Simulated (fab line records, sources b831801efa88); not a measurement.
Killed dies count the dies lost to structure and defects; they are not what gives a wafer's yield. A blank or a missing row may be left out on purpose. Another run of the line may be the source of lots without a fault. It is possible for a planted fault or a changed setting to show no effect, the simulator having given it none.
Which tool was responsible? || flow gf180mcu || 13 lots with 39 wafers sampled at 5 steps, on a route of 602 steps

WHAT THE GAUGES SHOWED, per wafer
GF_HV_LDD_OVL_MEAS_08. Usual: HV_LDD_OVL typically reads 0.6 nm, with standard deviation 1.5.
{"lot": "L584", "measured": "day 10 07:13", "on": "overlay-01", "HV_LDD_OVL (nm)": "2.4 3.2 4.6", "flag": ""}
{"lot": "L585", "measured": "day 10 11:13", "on": "overlay-02", "HV_LDD_OVL (nm)": "1.0 1.1 -0.4", "flag": ""}
{"lot": "L586", "measured": "day 10 18:38", "on": "overlay-01", "HV_LDD_OVL (nm)": "3.0 1.1 2.4", "flag": ""}
{"lot": "L587", "measured": "day 11 08:28", "on": "overlay-01", "HV_LDD_OVL (nm)": "-1.0 -0.6 0.0", "flag": ""}
{"lot": "L588", "measured": "day 11 11:17", "on": "overlay-01", "HV_LDD_OVL (nm)": "2.2 2.2 2.4", "flag": ""}
{"lot": "L591", "measured": "day 11 23:52", "on": "overlay-02", "HV_LDD_OVL (nm)": "0.5 -0.8 0.1", "flag": ""}
{"lot": "L592", "measured": "day 12 11:56", "on": "overlay-01", "HV_LDD_OVL (nm)": "0.9 2.3 1.5", "flag": ""}
{"lot": "L595", "measured": "day 13 09:50", "on": "overlay-02", "HV_LDD_OVL (nm)": "-0.2 -0.4 0.3", "flag": ""}
{"lot": "L596", "measured": "day 13 17:43", "on": "overlay-02", "HV_LDD_OVL (nm)": "1.7 2.0 2.0", "flag": ""}
{"lot": "L598", "measured": "day 14 06:41", "on": "overlay-01", "HV_LDD_OVL (nm)": "0.4 0.7 1.2", "flag": ""}
{"lot": "L602", "measured": "day 15 16:53", "on": "overlay-01", "HV_LDD_OVL (nm)": "-0.6 1.9 1.0", "flag": ""}
{"lot": "L604", "measured": "day 16 01:32", "on": "overlay-01", "HV_LDD_OVL (nm)": "1.4 1.6 -0.4", "flag": ""}
{"lot": "L605", "measured": "day 16 17:13", "on": "overlay-02", "HV_LDD_OVL (nm)": "-0.9 -0.4 -1.2", "flag": ""}

GF_HV_LDD_TW_MEAS_38. Usual: HV_LDD_3_TW typically reads 1436, with standard deviation 7.2.
{"lot": "L584", "measured": "day 11 21:38", "on": "film metro-03", "HV_LDD_3_TW": "1437 1454 1453", "flag": ""}
{"lot": "L585", "measured": "day 12 02:12", "on": "film metro-04", "HV_LDD_3_TW": "1431 1426 1430", "flag": ""}
{"lot": "L586", "measured": "day 12 09:33", "on": "film metro-04", "HV_LDD_3_TW": "1426 1431 1430", "flag": ""}
{"lot": "L587", "measured": "day 12 23:31", "on": "film metro-03", "HV_LDD_3_TW": "1425 1424 1426", "flag": ""}
{"lot": "L588", "measured": "day 13 02:41", "on": "film metro-03", "HV_LDD_3_TW": "1438 1438 1440", "flag": ""}
{"lot": "L591", "measured": "day 13 16:38", "on": "film metro-03", "HV_LDD_3_TW": "1439 1441 1437", "flag": ""}
{"lot": "L592", "measured": "day 14 04:59", "on": "film metro-04", "HV_LDD_3_TW": "1437 1431 1440", "flag": ""}
{"lot": "L595", "measured": "day 15 03:53", "on": "film metro-04", "HV_LDD_3_TW": "1443 1434 1437", "flag": ""}
{"lot": "L596", "measured": "day 15 12:29", "on": "film metro-03", "HV_LDD_3_TW": "1438 1442 1438", "flag": ""}
{"lot": "L598", "measured": "day 16 02:35", "on": "film metro-04", "HV_LDD_3_TW": "1426 1438 1440", "flag": ""}
{"lot": "L602", "measured": "day 17 14:28", "on": "film metro-04", "HV_LDD_3_TW": "1436 1438 1432", "flag": ""}
{"lot": "L604", "measured": "day 18 00:25", "on": "film metro-04", "HV_LDD_3_TW": "1594 1592 1592", "flag": "OFF"}
{"lot": "L605", "measured": "day 18 17:31", "on": "film metro-04", "HV_LDD_3_TW": "1599 1596 1590", "flag": "OFF"}

GF_HV_LDD_RS_MEAS_53: the measuring method here is four-point-probe. Usual: HV_LDD_RS typically reads 418.3 ohm/sq, with standard deviation 0.8.
{"lot": "L584", "measured": "day 12 17:16", "on": "film metro-01", "HV_LDD_RS (ohm/sq)": "417.8 419.3 419.4", "flag": ""}
{"lot": "L585", "measured": "day 12 21:48", "on": "film metro-04", "HV_LDD_RS (ohm/sq)": "418.5 419.6 418.3", "flag": ""}
{"lot": "L586", "measured": "day 13 06:11", "on": "film metro-04", "HV_LDD_RS (ohm/sq)": "417.7 417.2 418.6", "flag": ""}
{"lot": "L587", "measured": "day 13 19:50", "on": "film metro-03", "HV_LDD_RS (ohm/sq)": "419.0 418.4 419.2", "flag": ""}
{"lot": "L588", "measured": "day 13 23:25", "on": "film metro-04", "HV_LDD_RS (ohm/sq)": "419.7 418.5 419.4", "flag": ""}
{"lot": "L591", "measured": "day 14 13:34", "on": "film metro-01", "HV_LDD_RS (ohm/sq)": "419.2 418.7 418.4", "flag": ""}
{"lot": "L592", "measured": "day 15 02:35", "on": "film metro-04", "HV_LDD_RS (ohm/sq)": "417.8 417.6 417.6", "flag": ""}
{"lot": "L595", "measured": "day 16 02:17", "on": "film metro-04", "HV_LDD_RS (ohm/sq)": "417.9 417.8 417.8", "flag": ""}
{"lot": "L596", "measured": "day 16 10:07", "on": "film metro-03", "HV_LDD_RS (ohm/sq)": "417.6 418.2 418.7", "flag": ""}
{"lot": "L598", "measured": "day 17 01:10", "on": "film metro-03", "HV_LDD_RS (ohm/sq)": "417.8 417.0 418.7", "flag": ""}
{"lot": "L602", "measured": "day 18 14:05", "on": "film metro-04", "HV_LDD_RS (ohm/sq)": "417.0 418.2 418.2", "flag": ""}
{"lot": "L604", "measured": "day 19 00:54", "on": "film metro-03", "HV_LDD_RS (ohm/sq)": "441.6 440.0 439.5", "flag": "OFF"}
{"lot": "L605", "measured": "day 19 18:29", "on": "film metro-03", "HV_LDD_RS (ohm/sq)": "438.7 438.6 438.3", "flag": "OFF"}

GF_PSD_CD_MEAS_07: the cd target is 400 nm. Usual: cd nm at 399.6 nm, with a standard deviation of 2.
{"lot": "L584", "measured": "day 14 13:53", "on": "cd sem-01", "cd nm (nm)": "401.3 400.9 402.8", "flag": ""}
{"lot": "L585", "measured": "day 14 17:52", "on": "cd sem-01", "cd nm (nm)": "400.4 401.1 400.7", "flag": ""}
{"lot": "L586", "measured": "day 15 02:49", "on": "cd sem-02", "cd nm (nm)": "400.4 400.9 399.7", "flag": ""}
{"lot": "L587", "measured": "day 15 15:49", "on": "cd sem-02", "cd nm (nm)": "395.7 396.7 397.0", "flag": ""}
{"lot": "L588", "measured": "day 15 20:37", "on": "cd sem-02", "cd nm (nm)": "400.8 402.2 403.1", "flag": ""}
{"lot": "L591", "measured": "day 16 10:49", "on": "cd sem-02", "cd nm (nm)": "400.6 401.2 401.6", "flag": ""}
{"lot": "L592", "measured": "day 17 01:48", "on": "cd sem-01", "cd nm (nm)": "402.5 400.9 401.7", "flag": ""}
{"lot": "L595", "measured": "day 18 04:17", "on": "cd sem-02", "cd nm (nm)": "400.2 400.6 400.8", "flag": ""}
{"lot": "L596", "measured": "day 18 10:32", "on": "cd sem-01", "cd nm (nm)": "397.2 395.2 397.1", "flag": ""}
{"lot": "L598", "measured": "day 19 03:50", "on": "cd sem-01", "cd nm (nm)": "401.9 399.0 400.8", "flag": ""}
{"lot": "L602", "measured": "day 20 17:23", "on": "cd sem-01", "cd nm (nm)": "399.1 398.5 401.3", "flag": ""}
{"lot": "L604", "measured": "day 21 04:32", "on": "cd sem-02", "cd nm (nm)": "399.1 399.0 396.8", "flag": ""}
{"lot": "L605", "measured": "day 21 22:08", "on": "cd sem-01", "cd nm (nm)": "400.7 399.2 398.7", "flag": ""}

WHICH TOOL RAN EACH LOT (tool, then ch and the chambers of the sampled wafers, then the start)
{"lot": "L584", "GF_HV_LDD_IMPLANT_34": "implanter-03 ch 0, day 11 21:05"}
{"lot": "L585", "GF_HV_LDD_IMPLANT_34": "implanter-03 ch 0, day 12 01:34"}
{"lot": "L586", "GF_HV_LDD_IMPLANT_34": "implanter-03 ch 0, day 12 09:00"}
{"lot": "L587", "GF_HV_LDD_IMPLANT_34": "implanter-03 ch 0, day 12 22:58"}
{"lot": "L588", "GF_HV_LDD_IMPLANT_34": "implanter-01 ch 0, day 13 02:08"}
{"lot": "L591", "GF_HV_LDD_IMPLANT_34": "implanter-03 ch 0, day 13 16:05"}
{"lot": "L592", "GF_HV_LDD_IMPLANT_34": "implanter-04 ch 0, day 14 04:28"}
{"lot": "L595", "GF_HV_LDD_IMPLANT_34": "implanter-04 ch 0, day 15 03:20"}
{"lot": "L596", "GF_HV_LDD_IMPLANT_34": "implanter-03 ch 0, day 15 11:56"}
{"lot": "L598", "GF_HV_LDD_IMPLANT_34": "implanter-01 ch 0, day 16 02:02"}
{"lot": "L602", "GF_HV_LDD_IMPLANT_34": "implanter-03 ch 0, day 17 13:55"}
{"lot": "L604", "GF_HV_LDD_IMPLANT_34": "implanter-01 ch 0, day 17 23:52"}
{"lot": "L605", "GF_HV_LDD_IMPLANT_34": "implanter-01 ch 0, day 18 16:59"}
- GF_HV_LDD_IMPLANT_34

WHAT THE TOOLS THEMSELVES READ (means of the sampled wafers that have a number; where no wafer has one, the mark that the record gives instead)
The record holds no such reading with a usual standard deviation.

THE ANSWER, worked out from the rows above alone
Rule: lot off if the mean of its wafers having a number is beyond 3 standard deviations from the usual mean. Also off: a lot with no number at a reading for which 4 or more lots have one. Any other lot the step has rows for is counted as sound. After the gauges, taken in route order, come the tools' own readings; for these a lot's mean is taken, as printed above. At the first step where some lot is off, the reading lying furthest off is the one used; lots without a number count as furthest.
Off: L604, L605, seen at GF_HV_LDD_TW_MEAS_38 (HV_LDD_3_TW).
A tool fits if, at a process step before that reading, it ran every lot that is off, and no sound lot after the first of them. Not tried: the gauges at GF_HV_LDD_TW_MEAS_38; whatever is off there is also off at GF_HV_LDD_RS_MEAS_53, on other tools, and gauge error can't account for it. One candidate fits, namely implanter-01 at GF_HV_LDD_IMPLANT_34. A fault onset in the window from L598 (day 16 02:02, its last sound lot) to L604 (day 17 23:52, its first lot off) fits.

WHAT HAD BEEN PUT IN BY THE SIMULATOR
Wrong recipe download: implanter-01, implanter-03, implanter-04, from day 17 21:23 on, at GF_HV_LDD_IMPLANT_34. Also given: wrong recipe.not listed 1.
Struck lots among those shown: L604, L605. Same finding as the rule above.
